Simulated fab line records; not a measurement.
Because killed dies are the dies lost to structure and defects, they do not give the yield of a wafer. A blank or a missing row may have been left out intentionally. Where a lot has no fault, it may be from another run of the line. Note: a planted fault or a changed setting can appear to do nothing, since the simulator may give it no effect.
The tool behind it: which one? -- flow sfq line -- 14 lots with 42 wafers sampled at 5 steps, on a route of 325 steps

== WHAT EACH GAUGE READ, for each wafer ==
SFQ_M4_OVL_MEAS_926. Usual: M4_OVL typically reads -2 nm, with standard deviation 5.3.
lot,measured,on,M4_OVL (nm),flag
L282,day 40 05:29,overlay-02,-8 -1 -1,
L283,day 40 06:41,overlay-01,5 -1 6,
L284,day 40 07:53,overlay-02,-2 -5 -1,
L285,day 41 17:55,overlay-02,-3 -5 -4,
L287,day 42 08:14,overlay-02,-11 -4 -7,
L288,day 42 10:51,overlay-01,-5 -3 -1,
L289,day 42 14:14,overlay-02,-3 -5 0,
L291,day 42 20:14,overlay-02,2 7 4,
L292,day 42 21:25,overlay-02,1 1 -1,
L293,day 42 22:38,overlay-02,1 -7 -6,
L294,day 51 03:25,overlay-01,4 5 18,
L296,day 51 17:56,overlay-02,-10 -10 -3,
L301,day 55 23:14,overlay-01,2 -1 3,
L303,day 56 14:50,overlay-02,-5 -7 -4,

== WHICH TOOL RAN EACH LOT (tool, then ch and the chambers of the sampled wafers, then the start) ==
lot,SFQ_TRILAYER_I2_DEP_PECVD_063,SFQ_TRILAYER_I3_CMP_CMP_082,SFQ_TRILAYER_I3_METRO_MEASURE_083,SFQ_TRILAYER_I3_VIA_ETCH_VIA_ETCH_088
L282,"pecvd-02 ch 0,1, day 22 21:01","cmp-01 ch 0,2, day 35 19:17","film metro-03, day 35 21:54","rie diel-03 ch 0,1,2, day 36 01:26"
L283,"pecvd-03 ch 0,1,2, day 23 02:34","cmp-02 ch 1,2,3, day 36 02:37","film metro-03, day 36 05:14","rie diel-04 ch 0,1,2, day 36 11:06"
L284,"pecvd-01 ch 0,1, day 23 11:43","cmp-02 ch 0,1, day 36 08:07","film metro-01, day 36 11:26","rie diel-04 ch 0,2,3, day 36 19:26"
L285,"pecvd-03 ch 0,1, day 23 12:55","cmp-02 ch 0,1,2, day 36 14:37","film metro-03, day 36 17:38","rie diel-03 ch 0,2,3, day 36 23:02"
L287,"pecvd-01 ch 0,1,2, day 24 02:32","cmp-01 ch 0,3, day 37 07:17","film metro-03, day 37 10:30","rie diel-03 ch 0,1,3, day 42 04:47"
L288,"pecvd-02 ch 0,1,2, day 24 04:53","cmp-02 ch 1,2,3, day 37 11:07","film metro-03, day 37 14:38","rie diel-02 ch 2,3, day 42 07:11"
L289,"pecvd-02 ch 1,2, day 25 02:07","cmp-01 ch 1,2,3, day 37 15:47","film metro-01, day 37 19:06","rie diel-02 ch 1,3, day 42 10:47"
L291,"pecvd-03 ch 0,1,2, day 25 22:55","cmp-02 ch 2,3, day 37 20:07","film metro-01, day 37 23:50","rie diel-03 ch 1,2, day 42 15:30"
L292,"pecvd-01 ch 0,1,2, day 26 04:53","cmp-02 ch 0,1,3, day 38 00:07","film metro-04, day 38 02:14","rie diel-02 ch 0,1,3, day 42 16:42"
L293,"pecvd-01 ch 0,1, day 33 23:44","cmp-01 ch 0,1, day 38 03:47","film metro-04, day 38 07:06","rie diel-03 ch 0,3, day 42 17:54"
L294,"pecvd-02 ch 0,1, day 34 14:08","cmp-01 ch 0,2,3, day 45 05:44","film metro-03, day 45 08:21","rie diel-03 ch 1,2,3, day 50 23:58"
L296,"pecvd-01 ch 1,2, day 35 04:55","cmp-02 ch 1,2,3, day 46 00:10","film metro-03, day 46 02:59","rie diel-03 ch 0,1,2, day 51 14:29"
L301,"pecvd-01 ch 1,2, day 38 05:16","cmp-01 ch 1,2, day 49 22:14","film metro-03, day 50 01:02","rie diel-03 ch 0,3, day 55 15:27"
L303,"pecvd-03 ch 1,2, day 38 07:40","cmp-01 ch 0,1, day 50 07:09","film metro-04, day 50 10:16","rie diel-02 ch 0,1,2, day 56 03:27"
- SFQ_TRILAYER_I2_DEP_PECVD_063: deposits SiO2 from SiH4/N2O, time 111.11 s, target thk 500 nm.
- SFQ_TRILAYER_I3_CMP_CMP_082: polishes SiO2.
- SFQ_TRILAYER_I3_METRO_MEASURE_083
- SFQ_TRILAYER_I3_VIA_ETCH_VIA_ETCH_088: etches SiO2 in CHF3, stops on Nb, target depth 260 nm.

== WHAT THE TOOLS THEMSELVES READ (means of the sampled wafers that have a number; where no wafer has one, the mark that the record gives instead) ==
SFQ_TRILAYER_I2_DEP_PECVD_063. Usual: heater power w 79 W, standard deviation 18; throttle valve pct 25.1 %, standard deviation 1.3.
lot,tool,heater power w (W),throttle valve pct (%),flag
L282,pecvd-02,92,24.4,
L283,pecvd-03,74,24.7,
L284,pecvd-01,68,25.6,
L285,pecvd-03,85,24.4,
L287,pecvd-01,81,25.8,
L288,pecvd-02,87,24.4,
L289,pecvd-02,83,22.5,
L291,pecvd-03,78,24.8,
L292,pecvd-01,76,25.9,
L293,pecvd-01,67,26.7,
L294,pecvd-02,99,23.8,
L296,pecvd-01,85,26.6,
L301,pecvd-01,90,26.6,
L303,pecvd-03,66,25.9,

SFQ_TRILAYER_I3_CMP_CMP_082. Usual: motor current A 10.6 A, standard deviation 1; time to endpoint s 215 s, standard deviation 5.9.
lot,tool,motor current A (A),time to endpoint s (s),flag
L282,cmp-01,10.4,210,
L283,cmp-02,9.9,204,
L284,cmp-02,10.2,213,
L285,cmp-02,10.1,221,
L287,cmp-01,11.6,220,
L288,cmp-02,9.9,215,
L289,cmp-01,11.2,218,
L291,cmp-02,9.7,219,
L292,cmp-02,9.8,208,
L293,cmp-01,11.7,216,
L294,cmp-01,10.9,216,
L296,cmp-02,9.8,226,
L301,cmp-01,10.2,284,OFF
L303,cmp-01,11.7,277,OFF

SFQ_TRILAYER_I3_METRO_MEASURE_083. Usual: thk nm reads 200.2 nm (standard deviation 1.1).
lot,tool,thk nm (nm),flag
L282,film metro-03,199.9,
L283,film metro-03,198.1,
L284,film metro-01,200.0,
L285,film metro-03,200.5,
L287,film metro-03,201.2,
L288,film metro-03,198.8,
L289,film metro-01,201.1,
L291,film metro-01,199.6,
L292,film metro-04,200.5,
L293,film metro-04,201.3,
L294,film metro-03,200.7,
L296,film metro-03,199.6,
L301,film metro-03,307.5,OFF
L303,film metro-04,304.1,OFF

SFQ_TRILAYER_I3_VIA_ETCH_VIA_ETCH_088. Usual: drypump motor current A 5.8 A, standard deviation 0.62; oes product au 0.855 a.u., standard deviation 0.0052.
lot,tool,drypump motor current A (A),oes product au (a.u.),flag
L282,rie diel-03,6.0,0.852,
L283,rie diel-04,5.8,0.848,
L284,rie diel-04,5.8,0.851,
L285,rie diel-03,5.6,0.857,
L287,rie diel-03,5.6,0.856,
L288,rie diel-02,5.7,0.852,
L289,rie diel-02,5.1,0.862,
L291,rie diel-03,6.5,0.850,
L292,rie diel-02,5.7,0.860,
L293,rie diel-03,5.1,0.859,
L294,rie diel-03,6.1,0.857,
L296,rie diel-03,6.0,0.857,
L301,rie diel-03,5.2,0.991,OFF
L303,rie diel-02,5.6,1.002,OFF

== THE ANSWER, worked out from the rows above alone ==
Rule: a lot counts as off when the mean over its wafers that have a number is more than 3 standard deviations away from the usual mean. A lot without any number at a reading at which 4 lots or more have one is off too. Where the step has rows for the other lots, those lots are counted as sound. Order of review: gauges by route order, followed by the tools' own readings, for which a lot's mean as printed above is used. The first step at which some lot is off is used, and at that step the reading that is off furthest; a lot without a number counts as furthest.
Off, at SFQ_TRILAYER_I3_CMP_CMP_082 on time to endpoint s: L301, L303.
If a tool, at that step or one of the process steps before it, ran each lot that is off and ran no sound lot following the first of them, it fits. One fits: SFQ_TRILAYER_I3_CMP_CMP_082 on cmp-01. Its last sound lot is L294 (day 45 05:44), its first lot that is off L301 (day 49 22:14): a fault that began between those two fits.
The tool's own readings at SFQ_TRILAYER_I3_CMP_CMP_082 bear it out: on the lots that are off they differ by more than 5 times the standard deviation of the sound lots' means. time to endpoint s reads 280 s there against 216 s on the sound lots.

== WHAT THE SIMULATOR HAD INSERTED ==
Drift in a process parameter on cmp-01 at SFQ_TRILAYER_I3_CMP_CMP_082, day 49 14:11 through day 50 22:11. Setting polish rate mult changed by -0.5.
Struck lots among those shown: L301, L303. This agrees with what the rule above found.
